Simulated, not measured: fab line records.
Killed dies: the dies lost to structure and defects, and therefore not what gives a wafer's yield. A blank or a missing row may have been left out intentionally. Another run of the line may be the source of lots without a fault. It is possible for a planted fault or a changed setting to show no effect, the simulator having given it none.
Split-lot trial + flow sfq-line + route with 325 steps; 5 lots, 23 wafers read

THE SPLIT
At SFQ_TRILAYER_M2_LITHO_EXPOSE_058 (exposes mask M2, target cd 500 nm), the setting dose-mj was moved away from the recipe's 14.4 on 10 of the 23 wafers read, by -3.8% to +6.3%. The other wafers ran this setting at the recipe's value.

SPLIT TO READING: what lies between them in the file, 1 step
- SFQ_TRILAYER_M2_BARC_OPEN_METAL_ETCH_077: etches BARC in O2, target depth 125 nm, time 41.7 s (also split here: bias-w)

THE READING
M2.cd-nm (the simulator's own value, which no gauge read), in nm, at SFQ_TRILAYER_M2_ETCH_METAL_ETCH_060 (etches Nb in Cl2/Ar, stops on SiO2, target depth 240 nm, time 120 s). There is no usual value for it anywhere in the file. Across the 13 wafers here that went through the recipe, the average is 498.7 nm and the standard deviation 1.6 nm.

| wafer  | tool, chamber at the split | dose-mj as run | against the recipe | M2.cd-nm, nm | against lot-mates on the recipe |
|--------|----------------------------|----------------|--------------------|--------------|---------------------------------|
| L076.1 | krf-scanner-02, 0          | 14.4           | recipe             | 498.3        | -                               |
| L076.2 | krf-scanner-02, 0          | 14.4           | recipe             | 501.7        | -                               |
| L076.4 | krf-scanner-02, 0          | 14.82          | +2.9%              | 495.3        | -4.7                            |
| L076.5 | krf-scanner-02, 0          | 14.82          | +2.9%              | 494.3        | -5.7                            |
| L076.6 | krf-scanner-02, 0          | 14.4           | recipe             | 500.1        | -                               |
| L078.1 | krf-scanner-02, 0          | 13.85          | -3.8%              | 508.4        | +8.4                            |
| L078.2 | krf-scanner-02, 0          | 13.85          | -3.8%              | 508.9        | +8.9                            |
| L078.3 | krf-scanner-02, 0          | 13.85          | -3.8%              | 506.8        | +6.8                            |
| L078.4 | krf-scanner-02, 0          | 14.4           | recipe             | 500.2        | -                               |
| L078.5 | krf-scanner-02, 0          | 14.4           | recipe             | 499.8        | -                               |
| L079.1 | krf-scanner-01, 0          | 15.31          | +6.3%              | 485.4        | -11.4                           |
| L079.2 | krf-scanner-01, 0          | 14.4           | recipe             | 496.6        | -                               |
| L079.3 | krf-scanner-01, 0          | 14.4           | recipe             | 496.1        | -                               |
| L079.4 | krf-scanner-01, 0          | 14.4           | recipe             | 497.8        | -                               |
| L079.5 | krf-scanner-01, 0          | 15.31          | +6.3%              | 488.8        | -8.0                            |
| L080.2 | krf-scanner-01, 0          | 14.4           | recipe             | 500          | -                               |
| L080.3 | krf-scanner-01, 0          | 14.4           | recipe             | 498.2        | -                               |
| L080.6 | krf-scanner-01, 0          | 14.4           | recipe             | 497.4        | -                               |
| L081.1 | krf-scanner-01, 0          | 14.84          | +3.1%              | 492.4        | -6.1                            |
| L081.2 | krf-scanner-01, 0          | 14.84          | +3.1%              | 494.6        | -3.9                            |
| L081.3 | krf-scanner-01, 0          | 14.4           | recipe             | 497.8        | -                               |
| L081.4 | krf-scanner-01, 0          | 14.84          | +3.1%              | 494.9        | -3.6                            |
| L081.6 | krf-scanner-01, 0          | 14.4           | recipe             | 499.2        | -                               |

THE FIT
A straight line over all 23 wafers: M2.cd-nm changes by -1.96 nm for each +1% of dose-mj; r = -0.96; the points scatter about the line by 1.7 nm.
The same after taking each lot's own level away (the mean of its wafers on the recipe; 23 wafers): -1.74 nm for each +1%; r = -0.97; scatter 1.2 nm.
The reading moves by 11 nm for the largest change in dose-mj, on that fit.
Across the lots, their own levels run from 496.83 to 500.03 nm, a range of 2.1 times the standard deviation given above.
Hence the slope depends on the lot-to-lot level, as the two fits are not the same.
Check: for one of the wafers moved furthest among these (+6.3%), held out of the fit, the line's prediction against its lot-mates is -10.3 nm. It came out at -11.4 nm against them.

FURTHER SPLITS ON THESE WAFERS
Before the reading, these wafers also passed through other splits. Each is held against what the fit with the lots' levels taken away leaves over:
| other split on the same wafers                      | wafers away from the commonest value | r with M2.cd-nm (lot level and that fit taken away) |
|-----------------------------------------------------|--------------------------------------|-----------------------------------------------------|
| SFQ_TRILAYER_I1_VIA_LITHO_COAT_049 spin-rpm         | 6                                    | +0.04                                               |
| SFQ_TRILAYER_I1_VIA_BARC_OPEN_VIA_ETCH_071 source-w | 9                                    | -0.31                                               |
| SFQ_TRILAYER_M2_BARC_OPEN_METAL_ETCH_077 bias-w     | 7                                    | -0.18                                               |

THE WHOLE CHAIN: every reading that the file lists as answering this split, in the file's order
| step                                     | what it does                                                        | reading                                                   | change (the file's fit)              | r (the file's) |
|------------------------------------------|---------------------------------------------------------------------|-----------------------------------------------------------|--------------------------------------|----------------|
| SFQ_TRILAYER_M2_BARC_OPEN_METAL_ETCH_077 | etches BARC in O2, target depth 125 nm, time 41.7 s                 | M2.cd-nm (the simulator's own value, which no gauge read) | -1.63 nm for each +1% of the setting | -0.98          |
| SFQ_TRILAYER_M2_ETCH_METAL_ETCH_060      | etches Nb in Cl2/Ar, stops on SiO2, target depth 240 nm, time 120 s | M2.cd-nm (the simulator's own value, which no gauge read) | -1.67 nm for each +1% of the setting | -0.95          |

FILE'S OWN FIT
M2.cd-nm changes by -1.67 nm for each +1% of dose-mj, r = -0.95.
